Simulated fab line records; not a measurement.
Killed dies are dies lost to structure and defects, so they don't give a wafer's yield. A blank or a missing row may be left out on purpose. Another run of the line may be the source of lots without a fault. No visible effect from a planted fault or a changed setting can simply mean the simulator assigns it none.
2 desks looking at one fault + flow sky130 + each desk has only its own numbers; what lay behind them comes last

## AT THE METROLOGY DESK
Lot by lot, what the gauges showed, no matter which tool ran the lot: averages of those sampled wafers that carry a number. The brackets show how far a lot's mean lies from the usual mean; more than 4 standard deviations puts the lot out of limits, marked OUT.
Columns: A = NWELL_OXIDATION_THK at SKY_NWELL_THK_MEAS_02, usual 9.92 nm; B = NWELL_TW at SKY_NWELL_TW_MEAS_15, usual 1805; C = VT_ADJUST_HVTP_TW at SKY_VT_ADJUST_HVTP_TW_MEAS_11, usual 1343; D = cd_nm at SKY_SONOS_TUNNEL_CD_MEAS_07, usual 410.7 nm
| lot  | first seen here | A     | B    | C    | D                |
|------|-----------------|-------|------|------|------------------|
| L843 | day 2 18:10     | 9.91  | 1801 | 1335 | 409.2            |
| L845 | day 3 05:09     | 10.18 | 1790 | 1338 | 410.9            |
| L847 | day 3 23:35     | 9.94  | 1818 | 1353 | 411.4            |
| L848 | day 4 00:59     | 9.97  | 1818 | 1355 | 412.6            |
| L849 | day 4 05:35     | 10.17 | 1794 | 1358 | 408.7            |
| L850 | day 4 09:35     | 9.80  | 1823 | 1356 | 411.7            |
| L852 | day 4 19:07     | 9.90  | 1808 | 1338 | 408.9            |
| L854 | day 5 06:07     | 9.76  | 1785 | 1329 | 410.5            |
| L855 | day 5 09:55     | 10.29 | 1818 | 1356 | 407.2            |
| L857 | day 5 19:05     | 9.91  | 1803 | 1330 | 412.2            |
| L860 | day 6 11:59     | 9.67  | 1805 | 1352 | 418.7 (+4.4) OUT |
| L862 | day 6 21:31     | 9.82  | 1806 | 1354 | 411.9            |
| L863 | day 7 04:17     | 9.44  | 1801 | 1338 | 418.6 (+4.4) OUT |
| L865 | day 7 13:46     | 10.13 | 1791 | 1336 | 411.0            |
Finding of this desk: L860, L863 out of limits; the first was L860 at day 17 11:49, on cd_nm at SKY_SONOS_TUNNEL_CD_MEAS_07. In limits: L843, L845, L847, L848, L849, L850, L852, L854, L855, L857, L862, L865.

## DESK OF THE TOOL OWNER: litho_track-01
The tool's own readings at SKY_SONOS_TUNNEL_COAT_02 (resist thk 1140 nm): means of the sampled wafers that have a number, for each lot that ran on this tool. The brackets show how far a lot's mean lies from the usual mean; more than 4 standard deviations puts the lot out of limits, marked OUT.
Columns: A = spin_speed_rpm at SKY_SONOS_TUNNEL_COAT_02, usual 2999.9 rpm
| lot  | first seen here | A                        |
|------|-----------------|--------------------------|
| L843 | day 12 02:41    | 3000.1                   |
| L847 | day 13 18:23    | 2999.1                   |
| L848 | day 13 19:47    | 3002.5                   |
| L860 | day 16 21:37    | 3353.2 (+99 or more) OUT |
| L863 | day 17 21:17    | 3352.8 (+99 or more) OUT |
Finding of this desk: L860, L863 out of limits; the first was L860 at day 16 21:37, on spin_speed_rpm at SKY_SONOS_TUNNEL_COAT_02. In limits: L843, L847, L848.

## TAKEN TOGETHER
On L860, L863, at day 16 21:37, an alarm was possible from the tool owner's desk.
An alarm was possible from the metrology desk at day 17 11:49, on L860, L863.
Of the lots named, all ran SKY_SONOS_TUNNEL_COAT_02 on litho_track-01.

## WHAT THE SIMULATOR HAD INSERTED
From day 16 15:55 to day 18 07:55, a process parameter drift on litho_track-01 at SKY_SONOS_TUNNEL_COAT_02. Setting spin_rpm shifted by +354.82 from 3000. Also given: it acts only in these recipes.
Struck lots among those shown: L860, L863.
Counting hours from when the fault started, the first reading out of limits came at 6 for the tool owner's desk and at 20 for the metrology desk.
